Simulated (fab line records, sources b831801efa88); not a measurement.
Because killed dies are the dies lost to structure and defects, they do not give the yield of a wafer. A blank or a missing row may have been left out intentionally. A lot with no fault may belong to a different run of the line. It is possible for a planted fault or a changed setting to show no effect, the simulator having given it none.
Which tool is to blame? + flow gf180mcu + Sampling: 11 lots, 33 wafers, 6 of 602 route steps

## WHAT EACH GAUGE READ, for each wafer
GF_NWELL_TW_MEAS_11.
| lot  | measured    | on            | NWELL_TW                      |
|------|-------------|---------------|-------------------------------|
| L547 | day 3 07:22 | film metro-04 | 1573 1568 1570                |
| L550 | day 4 01:25 | film metro-01 | 1591 1574 1592                |
| L551 | day 4 06:04 | film metro-01 | 1577 1575 1588                |
| L553 | day 4 18:05 | film metro-04 | 1568 1565 1565                |
| L561 | day 6 12:36 | film metro-02 | 1314 1308 1305 1314 1322 1314 |
| L562 | day 6 16:20 | film metro-04 | 1288 1285 1290 1274 1274 1295 |
| L565 | day 7 14:33 | film metro-02 | 1586 1577 1591                |
| L566 | day 7 15:08 | film metro-01 | 1568 1588 1580                |
| L568 | day 8 02:40 | film metro-02 | 1592 1581 1581                |
| L569 | day 8 08:17 | film metro-04 | 1564 1563 1569                |
| L570 | day 8 14:27 | film metro-02 | 1581 1585 1584                |

GF_VT_IMPLANT_OVL_MEAS_18.
| lot  | measured     | on         | VT_IMPLANT_01_OVL (nm) |
|------|--------------|------------|------------------------|
| L547 | day 6 05:17  | overlay-02 | -4.1 -1.4 -5.9         |
| L550 | day 7 01:08  | overlay-01 | -1.4 -1.2 -0.8         |
| L551 | day 7 07:58  | overlay-02 | 0.5 -1.1 -1.1          |
| L553 | day 7 22:29  | overlay-02 | -2.3 -2.4 -1.1         |
| L561 | day 9 22:27  | overlay-01 | -0.4 -0.1 0.8          |
| L562 | day 10 02:51 | overlay-02 | -0.3 -0.5 0.9          |
| L565 | day 11 06:13 | overlay-01 | -1.6 0.8 0.2           |
| L566 | day 11 07:13 | overlay-02 | -2.6 -0.2 -1.7         |
| L568 | day 11 18:50 | overlay-01 | -1.0 -1.7 0.1          |
| L569 | day 12 02:37 | overlay-01 | -2.6 -3.3 -0.7         |
| L570 | day 12 08:16 | overlay-01 | -2.1 -0.9 0.3          |

GF_VT_IMPLANT_RS_MEAS_47: measurement is done with a four-point probe.
| lot  | measured     | on            | NWELL_RS (ohm/sq)                   |
|------|--------------|---------------|-------------------------------------|
| L547 | day 7 13:41  | film metro-02 | 490.3 490.2 491.0                   |
| L550 | day 8 10:07  | film metro-04 | 488.7 487.3 489.0                   |
| L551 | day 8 17:36  | film metro-01 | 489.6 490.3 487.7                   |
| L553 | day 9 07:54  | film metro-04 | 490.0 489.4 490.5                   |
| L561 | day 11 11:52 | film metro-02 | 725.3 725.1 726.3 725.4 727.6 727.3 |
| L562 | day 11 17:09 | film metro-04 | 730.9 728.7 725.6 732.4 726.1 727.4 |
| L565 | day 12 21:43 | film metro-01 | 487.8 488.6 488.7                   |
| L566 | day 12 22:54 | film metro-04 | 490.4 490.4 491.4                   |
| L568 | day 13 10:32 | film metro-02 | 488.7 487.4 488.4                   |
| L569 | day 13 19:07 | film metro-04 | 486.8 488.6 487.1                   |
| L570 | day 14 01:30 | film metro-01 | 487.4 488.3 488.9                   |

## WHICH TOOL RAN EACH LOT (tool, then ch and the chambers of the sampled wafers, then the start)
| lot  | GF_NWELL_IMPLANT_08            | GF_NWELL_STRIP_10                   | GF_VT_IMPLANT_SOFTBAKE_14         |
|------|--------------------------------|-------------------------------------|-----------------------------------|
| L547 | implanter-03 ch 0, day 3 06:59 | plasma asher-03 ch 0,1, day 3 07:15 | litho track-04 ch 0, day 5 21:58  |
| L550 | implanter-01 ch 0, day 4 01:02 | plasma asher-03 ch 0,1, day 4 01:18 | litho track-02 ch 0, day 6 17:34  |
| L551 | implanter-01 ch 0, day 4 05:40 | plasma asher-04 ch 0,1, day 4 05:58 | litho track-02 ch 0, day 7 00:23  |
| L553 | implanter-04 ch 0, day 4 17:42 | plasma asher-01 ch 0,1, day 4 17:58 | litho track-01 ch 0, day 7 14:35  |
| L561 | implanter-01 ch 0, day 6 12:14 | plasma asher-01 ch 0,1, day 6 12:30 | litho track-04 ch 0, day 9 13:46  |
| L562 | implanter-01 ch 0, day 6 15:58 | plasma asher-03 ch 0,1, day 6 16:15 | litho track-04 ch 0, day 9 18:02  |
| L565 | implanter-03 ch 0, day 7 14:09 | plasma asher-04 ch 0,1, day 7 14:27 | litho track-02 ch 0, day 10 20:47 |
| L566 | implanter-04 ch 0, day 7 14:44 | plasma asher-01 ch 0,1, day 7 15:01 | litho track-01 ch 0, day 10 21:35 |
| L568 | implanter-03 ch 0, day 8 02:17 | plasma asher-04 ch 1, day 8 02:33   | litho track-01 ch 0, day 11 09:29 |
| L569 | implanter-04 ch 0, day 8 07:53 | plasma asher-03 ch 0,1, day 8 08:10 | litho track-01 ch 0, day 11 16:53 |
| L570 | implanter-03 ch 0, day 8 14:03 | plasma asher-03 ch 0,1, day 8 14:21 | litho track-01 ch 0, day 11 23:10 |
- GF_NWELL_IMPLANT_08
- GF_NWELL_STRIP_10: strips in O2/N2.
- GF_VT_IMPLANT_SOFTBAKE_14: time 60.77 s.

## WHAT THE TOOLS THEMSELVES READ (means of the sampled wafers that have a number; where no wafer has one, the mark that the record gives instead)
GF_NWELL_IMPLANT_08.
| lot  | tool         | dose ions cm2 | end station pressure torr (Torr) | faraday current uA |
|------|--------------|---------------|----------------------------------|--------------------|
| L547 | implanter-03 | 1.4986e+13    | 4.83e-06                         | 84.9               |
| L550 | implanter-01 | 1.4985e+13    | 5.00e-06                         | 86.0               |
| L551 | implanter-01 | 1.4985e+13    | 4.93e-06                         | 85.4               |
| L553 | implanter-04 | 1.5019e+13    | 5.27e-06                         | 85.2               |
| L561 | implanter-01 | 7.0260e+12    | 5.35e-06                         | 39.3               |
| L562 | implanter-01 | 7.0413e+12    | 5.14e-06                         | 39.0               |
| L565 | implanter-03 | 1.5008e+13    | 5.10e-06                         | 85.6               |
| L566 | implanter-04 | 1.4985e+13    | 5.03e-06                         | 84.7               |
| L568 | implanter-03 | 1.4998e+13    | 5.00e-06                         | 83.8               |
| L569 | implanter-04 | 1.5010e+13    | 5.09e-06                         | 83.6               |
| L570 | implanter-03 | 1.5010e+13    | 5.07e-06                         | 85.2               |

GF_NWELL_STRIP_10.
| lot  | tool            | drypump motor current A (A) | heater power w (W) | oes product au (a.u.) | strip time to endpoint s (s) |
|------|-----------------|-----------------------------|--------------------|-----------------------|------------------------------|
| L547 | plasma asher-03 | 5.5                         | 309                | 0.724                 | 37.41                        |
| L550 | plasma asher-03 | 5.2                         | 328                | 0.729                 | 37.36                        |
| L551 | plasma asher-04 | 5.3                         | 383                | 0.721                 | 37.36                        |
| L553 | plasma asher-01 | 5.2                         | 355                | 0.721                 | 37.46                        |
| L561 | plasma asher-01 | 5.6                         | 361                | 0.728                 | 37.57                        |
| L562 | plasma asher-03 | 5.3                         | 331                | 0.720                 | 37.48                        |
| L565 | plasma asher-04 | 5.3                         | 384                | 0.721                 | 37.49                        |
| L566 | plasma asher-01 | 5.2                         | 349                | 0.723                 | 37.53                        |
| L568 | plasma asher-04 | 5.7                         | 417                | 0.718                 | 37.43                        |
| L569 | plasma asher-03 | 5.3                         | 331                | 0.723                 | 37.25                        |
| L570 | plasma asher-03 | 5.5                         | 313                | 0.719                 | 37.46                        |

GF_VT_IMPLANT_SOFTBAKE_14.
| lot  | tool           | plate sensor t centre C (C) | plate sensor t edge C (C) |
|------|----------------|-----------------------------|---------------------------|
| L547 | litho track-04 | 90.762                      | 90.833                    |
| L550 | litho track-02 | 90.758                      | 90.831                    |
| L551 | litho track-02 | 90.757                      | 90.827                    |
| L553 | litho track-01 | 90.747                      | 90.828                    |
| L561 | litho track-04 | 90.761                      | 90.835                    |
| L562 | litho track-04 | 90.755                      | 90.831                    |
| L565 | litho track-02 | 90.767                      | 90.831                    |
| L566 | litho track-01 | 90.753                      | 90.828                    |
| L568 | litho track-01 | 90.760                      | 90.839                    |
| L569 | litho track-01 | 90.753                      | 90.837                    |
| L570 | litho track-01 | 90.764                      | 90.825                    |

## THE ANSWER, worked out from the rows above alone
Rule: the lots themselves supply what counts as usual. Put in order of their means at a reading, lots are off if they are a third of the lots or fewer, leave a main group of 4 or more, and stand apart from it by a gap of 3 or more times the standard deviation of the main group's means; of several such gaps the widest counts. The tables above print the reading to a certain number of digits; a main group whose means all agree to those digits is not used. Also off: a lot with no number at a reading for which 4 or more lots have one. Any other lot the step has rows for is counted as sound. After the gauges, taken in route order, come the tools' own readings; for these a lot's mean is taken, as printed above. The first step at which some lot is off is used, and at that step the reading that is off furthest; a lot without a number counts as furthest.
Off: at GF_NWELL_TW_MEAS_11 (NWELL_TW), L561, L562. The main group has a mean of 1578 with a standard deviation of 7.8.
If a tool, at a process step before that reading, ran all the lots that are off and no sound lot after the first of them, it fits. Not tried: the gauges at GF_NWELL_TW_MEAS_11; whatever is off there is also off at GF_NWELL_IMPLANT_08, on other tools, and gauge error can't account for it. One fits: implanter-01 at GF_NWELL_IMPLANT_08. A fault onset in the window from L551 (day 4 05:40, its last sound lot) to L561 (day 6 12:14, its first lot off) fits.
The tool's own readings at GF_NWELL_IMPLANT_08 bear it out: on the lots that are off they differ by more than 5 times the standard deviation of the sound lots' means. dose ions cm2 reads 7.0336e+12 there against 1.4998e+13 on the sound lots; faraday current uA reads 39.1 there against 84.9 on the sound lots.

## WHAT WAS PUT IN BY THE SIMULATOR
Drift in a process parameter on implanter-01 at GF_NWELL_IMPLANT_08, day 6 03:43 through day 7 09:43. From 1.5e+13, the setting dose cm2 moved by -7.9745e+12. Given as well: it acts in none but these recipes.
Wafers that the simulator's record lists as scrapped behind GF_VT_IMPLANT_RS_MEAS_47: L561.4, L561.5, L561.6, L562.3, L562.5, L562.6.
Struck lots among those shown: L561, L562. This agrees with what the rule above found.
